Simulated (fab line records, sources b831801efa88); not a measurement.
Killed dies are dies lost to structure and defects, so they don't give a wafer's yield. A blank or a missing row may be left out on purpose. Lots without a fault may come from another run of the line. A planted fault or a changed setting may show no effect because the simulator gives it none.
Which tool did it? | flow gf180mcu | 13 lots, 39 wafers sampled, at 5 steps of a route of 602

WHAT THE GAUGES READ, wafer by wafer
GF_NSD_CD_MEAS_07: target cd 400 nm.
lot  | measured     | on        | cd_nm (nm)
L183 | day 13 08:40 | cd_sem-02 | 401.0 400.5 401.5
L184 | day 14 01:40 | cd_sem-01 | 401.9 399.9 401.7
L185 | day 14 08:17 | cd_sem-02 | 400.7 399.2 400.7
L187 | day 15 03:16 | cd_sem-02 | 398.0 398.0 397.5
L190 | day 15 23:26 | cd_sem-01 | 402.6 404.5 404.8
L192 | day 16 15:04 | cd_sem-01 | 399.0 400.3 401.4
L193 | day 17 04:55 | cd_sem-01 | 395.8 396.1 396.0
L194 | day 17 07:49 | cd_sem-01 | 288.7 289.5 288.9
L196 | day 18 03:14 | cd_sem-01 | 400.5 399.1 399.3
L197 | day 18 09:05 | cd_sem-01 | 298.6 291.5 294.6
L204 | day 20 22:35 | cd_sem-02 | 409.1 403.8 407.3
L205 | day 21 03:26 | cd_sem-01 | 398.0 400.2 398.4
L206 | day 21 11:52 | cd_sem-01 | 403.2 400.2 401.7

GF_V2_THK_MEAS_03.
lot  | measured     | on            | V2_CVD_02_THK (nm)
L183 | day 19 05:14 | film_metro-01 | 849 863 878
L184 | day 20 03:56 | film_metro-03 | 854 847 861
L185 | day 20 11:49 | film_metro-04 | 842 853 855
L187 | day 21 08:15 | film_metro-01 | 843 851 852
L190 | day 22 06:59 | film_metro-03 | 853 837 858
L192 | day 22 23:58 | film_metro-03 | 857 845 855
L193 | day 23 12:23 | film_metro-04 | 845 848 865
L194 | day 23 15:51 | film_metro-04 | 828 858 850
L196 | day 24 09:44 | film_metro-01 | 818 838 858
L197 | day 24 15:57 | film_metro-04 | 832 847 852
L204 | day 26 21:57 | film_metro-03 | 849 861 867
L205 | day 27 01:50 | film_metro-01 | 855 864 860
L206 | day 27 08:35 | film_metro-03 | 837 833 841

GF_M4_CD_MEAS_14: target cd 280 nm.
lot  | measured     | on        | cd_nm (nm)
L183 | day 23 09:49 | cd_sem-01 | 279.1 278.4 279.3
L184 | day 24 08:01 | cd_sem-02 | 280.1 280.4 279.0
L185 | day 24 13:26 | cd_sem-01 | 279.6 280.5 281.0
L187 | day 25 08:58 | cd_sem-02 | 280.2 281.5 280.3
L190 | day 26 06:48 | cd_sem-01 | 281.7 281.7 281.6
L192 | day 26 20:29 | cd_sem-02 | 280.3 280.1 280.7
L193 | day 27 07:13 | cd_sem-01 | 280.3 281.7 280.2
L194 | day 27 11:20 | cd_sem-02 | 280.6 281.0 281.2
L196 | day 28 03:20 | cd_sem-02 | 278.8 279.8 278.3
L197 | day 28 09:32 | cd_sem-01 | 282.3 282.9 281.7
L204 | day 30 09:51 | cd_sem-01 | 279.2 279.3 279.7
L205 | day 30 12:11 | cd_sem-02 | 281.1 281.3 280.7
L206 | day 30 18:49 | cd_sem-01 | 280.7 279.1 279.3

WHICH TOOL RAN EACH LOT (tool, then ch and the chambers of the sampled wafers, then the start)
lot  | GF_NSD_DEVELOP_06                 | GF_M1_SPUTTER_03
L183 | litho_track-02 ch 0, day 13 08:31 | pvd_sputter-01, day 16 03:47
L184 | litho_track-02 ch 0, day 14 01:31 | pvd_sputter-04, day 17 00:31
L185 | litho_track-02 ch 0, day 14 08:08 | pvd_sputter-01, day 17 06:18
L187 | litho_track-04 ch 0, day 15 03:07 | pvd_sputter-04, day 18 02:55
L190 | litho_track-03 ch 0, day 15 23:17 | pvd_sputter-01, day 19 01:50
L192 | litho_track-03 ch 0, day 16 14:55 | pvd_sputter-01, day 19 20:05
L193 | litho_track-03 ch 0, day 17 04:46 | pvd_sputter-04, day 20 08:03
L194 | litho_track-03 ch 0, day 17 07:40 | pvd_sputter-01, day 20 12:03
L196 | litho_track-04 ch 0, day 18 03:06 | pvd_sputter-04, day 21 08:17
L197 | litho_track-03 ch 0, day 18 08:56 | pvd_sputter-01, day 21 14:36
L204 | litho_track-03 ch 0, day 20 22:26 | pvd_sputter-02, day 24 02:03
L205 | litho_track-02 ch 0, day 21 03:17 | pvd_sputter-04, day 24 05:02
L206 | litho_track-03 ch 0, day 21 11:43 | pvd_sputter-04, day 24 13:35
- GF_NSD_DEVELOP_06: develop time 60 s.
- GF_M1_SPUTTER_03: material Ti, target thk 10 nm, time 6.7 s.

WHAT THE TOOLS THEMSELVES READ (means of the sampled wafers that have a number; where no wafer has one, the mark that the record gives instead)
GF_NSD_DEVELOP_06.
lot  | tool           | developer_temp_C (C)
L183 | litho_track-02 | 22.94
L184 | litho_track-02 | 22.79
L185 | litho_track-02 | 23.05
L187 | litho_track-04 | 23.04
L190 | litho_track-03 | 22.94
L192 | litho_track-03 | 22.90
L193 | litho_track-03 | 22.91
L194 | litho_track-03 | 22.97
L196 | litho_track-04 | 23.07
L197 | litho_track-03 | 23.01
L204 | litho_track-03 | 23.17
L205 | litho_track-02 | 23.00
L206 | litho_track-03 | 22.98

GF_M1_SPUTTER_03.
lot  | tool           | cathode_dc_power_W (W) | chamber_pressure_pa (Pa) | substrate_temp_c (C) | throttle_valve_pct (%)
L183 | pvd_sputter-01 | 3000.0                 | 0.2998                   | 300.13               | 30.0
L184 | pvd_sputter-04 | 2999.8                 | 0.2996                   | 299.77               | 28.5
L185 | pvd_sputter-01 | 2999.7                 | 0.2995                   | 299.84               | 30.2
L187 | pvd_sputter-04 | 2999.7                 | 0.2996                   | 299.98               | 29.0
L190 | pvd_sputter-01 | 3000.6                 | 0.2997                   | 300.21               | 30.2
L192 | pvd_sputter-01 | 2999.8                 | 0.3000                   | 300.13               | 30.2
L193 | pvd_sputter-04 | 2999.8                 | 0.2997                   | 299.81               | 28.8
L194 | pvd_sputter-01 | 3000.3                 | 0.3000                   | 299.72               | 30.2
L196 | pvd_sputter-04 | 2999.4                 | 0.2999                   | 299.98               | 30.4
L197 | pvd_sputter-01 | 2999.9                 | 0.3000                   | 300.15               | 30.1
L204 | pvd_sputter-02 | 3000.4                 | 0.2997                   | 299.98               | 29.3
L205 | pvd_sputter-04 | 3000.1                 | 0.3003                   | 299.87               | 28.9
L206 | pvd_sputter-04 | 3000.5                 | 0.3001                   | 299.98               | 29.4

THE ANSWER, worked out from the rows above alone
Rule: what is usual is taken from the lots themselves. Put in order of their means at a reading, lots are off if they are a third of the lots or fewer, leave a main group of 4 or more, and stand apart from it by a gap of 3 or more times the standard deviation of the main group's means; of several such gaps the widest counts. A main group whose means are all the same, to the digits that the tables above print for the reading, isn't used. A lot without any number at a reading at which 4 lots or more have one is off too. The other lots that the step has rows for count as sound. The gauges are gone through in route order, then the tools' own readings, and for those a lot's mean is taken as printed above. The first step at which some lot is off is used, and at that step the reading that is off furthest; a lot without a number counts as furthest.
Off: L194, L197, at GF_NSD_CD_MEAS_07 (cd_nm). The main group: mean 400.7 nm, standard deviation 2.8.
A tool fits if, at a process step before that reading, it ran every lot that is off, and no sound lot after the first of them. The gauges at GF_NSD_CD_MEAS_07 are tried like those tools. None of those tried fits.

WHAT THE SIMULATOR HAD PUT IN
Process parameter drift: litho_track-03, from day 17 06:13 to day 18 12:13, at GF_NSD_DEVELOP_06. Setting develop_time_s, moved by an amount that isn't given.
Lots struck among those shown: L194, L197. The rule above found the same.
